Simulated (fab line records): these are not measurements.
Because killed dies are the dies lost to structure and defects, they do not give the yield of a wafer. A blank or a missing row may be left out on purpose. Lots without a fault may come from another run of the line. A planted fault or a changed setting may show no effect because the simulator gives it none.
Comparing a struck lot with a sound one | flow sky130 | 17 out of 708 route steps
Sound: these wafers, L682.2, L682.4, L682.6. Struck: wafer L693.6. (L693.2 of the same lot was not struck and is left out.) The cause comes at the end.
At each step with rows: each side's tool, then ch and its chambers, then its first start. Under that, the readings that differ: sound wafers | struck wafers | difference of the means | sigmas: that difference in standard deviations of wafers without a fault.
alike: same words and numbers on both sides, and readings whose means sit less than 2 such deviations apart. not compared: any withheld reading, any reading some wafer has no value for, any bound like >300 that may hide the same value, and any number with overlapping values for which the record gives no deviation.
The two part at a step that has a row with sigmas, a row that says differs or no value, or rows on one side only. When numbers do not overlap yet have no deviation, they are printed without sigmas and do not part them. A reading missing from all wafers of one side parts the sides only when that side holds two or more wafers.

first, 2 steps without rows for these wafers: SKY_LOCAL_INTERCONNECT_PEB_09; SKY_LOCAL_INTERCONNECT_DEVELOP_10 (develop time 60 s).
SKY_LOCAL_INTERCONNECT_CD_MEAS_11: target cd 170 nm.
  sound: cd-sem-01 at day 30 19:43; struck: cd-sem-01 at day 34 17:25
  alike: cd-nm
SKY_LOCAL_INTERCONNECT_OVL_MEAS_12:
  sound: overlay-01 at day 30 19:50; struck: overlay-02 at day 34 17:32
  alike: LOCAL_INTERCONNECT_OVL
SKY_LOCAL_INTERCONNECT_ETCH_13: etches BARC in N2/H2, stops on SiO2, time 45.9 s, target depth 60 nm.
  sound on rie-metal-03 ch 0, day 30 19:52; struck on rie-metal-04 ch 0, day 34 17:34
  reading            | sound             | struck | difference | sigmas
  rf-fwd-power-W (W) | 495.9 497.4 496.2 | 491.4  | -5.1       | -3
  alike: drypump-motor-current-A, n2-flow-sccm, oes-product-au, throttle-valve-pct
  not compared: rf-hours-counter-h
SKY_LOCAL_INTERCONNECT_METAL_ETCH_14: etches TiN in Cl2/BCl3, stops on PSG, target depth 110 nm, time 31.4 s.
  sound on rie-metal-03 ch 0, day 30 19:55; struck on rie-metal-04 ch 0, day 34 17:37
  reading            | sound       | struck | difference | sigmas
  rf-fwd-power-W (W) | 894 896 892 | 882    | -12        | -3
  alike: bcl3-flow-sccm, drypump-motor-current-A, oes-product-au, throttle-valve-pct
  not compared: rf-hours-counter-h
SKY_LOCAL_INTERCONNECT_STRIP_15: strips in O2/N2.
  sound on plasma-asher-04 ch 0,1, day 30 19:59; struck on plasma-asher-01 ch 0, day 34 17:40
  alike: drypump-motor-current-A, n2-flow-sccm, oes-product-au, strip-time-to-endpoint-s
  not compared: rf-hours-counter-h
then, 3 steps without rows for these wafers: SKY_LOCAL_INTERCONNECT_STRIP_16 (strips in post etch residue remover, time 1200 s); SKY_LOCAL_INTERCONNECT_CLEAN_17 (cleans in IPA, time 180 s); SKY_LOCAL_INTERCONNECT_CLEAN_18 (cleans in O3/DIW).
SKY_CONTACT_CVD_00: deposits Si3N4, target thk 75 nm.
  sound on pecvd-04 ch 0,1, day 30 20:34; struck on pecvd-03 ch 0, day 34 18:16
  alike: heater-power-w, rf-fwd-power-W
SKY_CONTACT_THK_MEAS_01:
  sound: film-metro-02 at day 30 20:37; struck: film-metro-01 at day 34 18:19
  alike: CONTACT_CVD_00_THK
SKY_CONTACT_HDPCVD_02: deposits SiO2, target thk 565 nm, time 94.2 s.
  sound on hdpcvd-02 ch 1,2, day 30 20:40; struck on hdpcvd-02 ch 2, day 34 18:22
  reading                                     | sound             | struck | difference | sigmas
  model.SiO2_of_CONTACT_HDPCVD_02.thk-nm (nm) | 557.3 562.4 564.1 | 766.4  | +205.1     |
SKY_CONTACT_THK_MEAS_03:
  sound: film-metro-04 at day 30 20:44; struck: film-metro-04 at day 34 18:26
  reading                 | sound       | struck | difference | sigmas
  CONTACT_HDPCVD_THK (nm) | 558 562 565 | 767    | +205       | +24
SKY_CONTACT_CMP_04: polishes SiO2.
  sound on cmp-02 ch 1,2,3, day 30 20:47; struck on cmp-02 ch 2, day 34 18:38
  reading                | sound    | struck | difference | sigmas
  time-to-endpoint-s (s) | 82 89 86 | 160    | +74        | +14
  alike: motor-current-A
SKY_CONTACT_BOW_MEAS_05:
  sound: film-metro-01 at day 30 21:07; struck: film-metro-04 at day 34 18:49
  reading          | sound    | struck | difference | sigmas
  CONTACT_BOW (um) | 73 79 79 | 95     | +18        | +3
-- the record jumps here: 14 days lie between the struck wafers' starts before and after (it left off in module CONTACT and takes up again in module PAD_OPEN, whose first step shown is number 708 of the route) --
SKY_PAD_OPEN_PROBE_99:
  sound: prober-01 at day 46 02:54; struck: prober-01 at day 48 20:38
  reading      | sound    | struck | difference | sigmas
  killed-short | 39 41 49 | 27     | -16        | -3
  alike: killed_at_M0_to_M3, killed_at_M4_up, killed-at-contacts, killed-at-front-end, killed-at-other, killed-dies, killed-open

== WHERE THEY PART ==
Earliest at SKY_LOCAL_INTERCONNECT_ETCH_13; latest, in this record, at SKY_PAD_OPEN_PROBE_99.

WHY: what had been put in by the simulator
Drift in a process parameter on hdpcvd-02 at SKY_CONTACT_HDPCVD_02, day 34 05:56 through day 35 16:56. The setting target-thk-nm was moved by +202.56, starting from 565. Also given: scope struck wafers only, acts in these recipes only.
